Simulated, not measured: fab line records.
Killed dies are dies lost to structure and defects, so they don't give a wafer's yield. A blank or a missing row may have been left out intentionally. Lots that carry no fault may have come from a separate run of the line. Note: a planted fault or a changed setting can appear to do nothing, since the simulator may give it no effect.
Struck lot and sound lot, side by side + flow sky130 + 14 out of 708 route steps
Sound: wafers L426.2, L426.4, L426.5. The struck wafers were L441.3, L441.4, L441.6. The cause comes at the end.
Per side, at each step with rows, come the tool, then ch with its chambers, and then its first start. Under that, the readings that differ: sound wafers + struck wafers + difference of the means + sigmas: that difference in standard deviations of wafers without a fault.
alike: words and numbers the same on both sides, and readings whose means are apart by under 2 such deviations; not compared: readings that were withheld, readings missing a value for some wafer, numbers with overlapping values and no deviation given by the record, and bounds like >300 which may hide the same value.
Wherever a step has rows on one side only, a row that says differs or no value, or a row with sigmas, the two part there. Numbers that have no deviation but don't overlap get no sigmas and don't part them. A reading that every wafer of one side lacks parts them only if that side has two wafers or more.

SKY_METAL2_SPUTTER_00: material Ti, target thk 15 nm, time 10 s.
  sound on pvdSputter-04, day 34 12:29; struck on pvdSputter-03, day 39 07:14
  alike: throttleValvePct
SKY_METAL2_SPUTTER_01: material TiN, target thk 20 nm, time 16.7 s.
  sound on pvdSputter-04, day 34 12:31; struck on pvdSputter-03, day 39 07:16
  alike: throttleValvePct
SKY_METAL2_SPUTTER_02: material AlCu, target thk 250 nm, time 13.3 s.
  sound on pvdSputter-04, day 34 12:32; struck on pvdSputter-03, day 39 07:17
  alike: throttleValvePct
SKY_METAL2_SPUTTER_03: material Ti, target thk 5 nm, time 3.3 s.
  sound on pvdSputter-04, day 34 12:34; struck on pvdSputter-03, day 39 07:19
  alike: throttleValvePct
SKY_METAL2_SPUTTER_04: material TiN, target thk 70 nm, time 58.3 s.
  sound on pvdSputter-04, day 34 12:35; struck on pvdSputter-03, day 39 07:19
  alike: throttleValvePct
SKY_METAL2_RS_MEAS_05: the measuring method here is four-point-probe.
  sound on filmMetro-02, day 34 12:39; struck on filmMetro-02, day 39 07:25
  alike: METAL2_ALCU_RS
SKY_METAL2_THK_MEAS_06: measures by xrf.
  sound on filmMetro-02, day 34 12:46; struck on filmMetro-02, day 39 07:31
  alike: METAL2_ALCU_THK
then, 5 steps without rows for these wafers: SKY_METAL2_DEHYDRATE_07 (time 60 s); SKY_METAL2_HMDS_08 (prime time 60 s); SKY_METAL2_COAT_09 (resist thk 60 nm); SKY_METAL2_COAT_10 (resist thk 450 nm); SKY_METAL2_SOFTBAKE_11 (time 90 s).
SKY_METAL2_EXPOSE_12: exposes mask MM2, target cd 140 nm.
  struck on krfScanner-02, day 39 20:37; sound on krfScanner-02 ch 0, day 35 01:37
  no value came back on the struck wafers for exposureDoseMJCm2, focusOffsetNm (nm); on the sound wafers exposureDoseMJCm2 reads 28.014 27.998 28.038
  alike: mask
then, 1 step without rows for these wafers: SKY_METAL2_PEB_13.

WHERE THEY PART
Only at SKY_METAL2_EXPOSE_12, within this record.

WHY: what the simulator had put in
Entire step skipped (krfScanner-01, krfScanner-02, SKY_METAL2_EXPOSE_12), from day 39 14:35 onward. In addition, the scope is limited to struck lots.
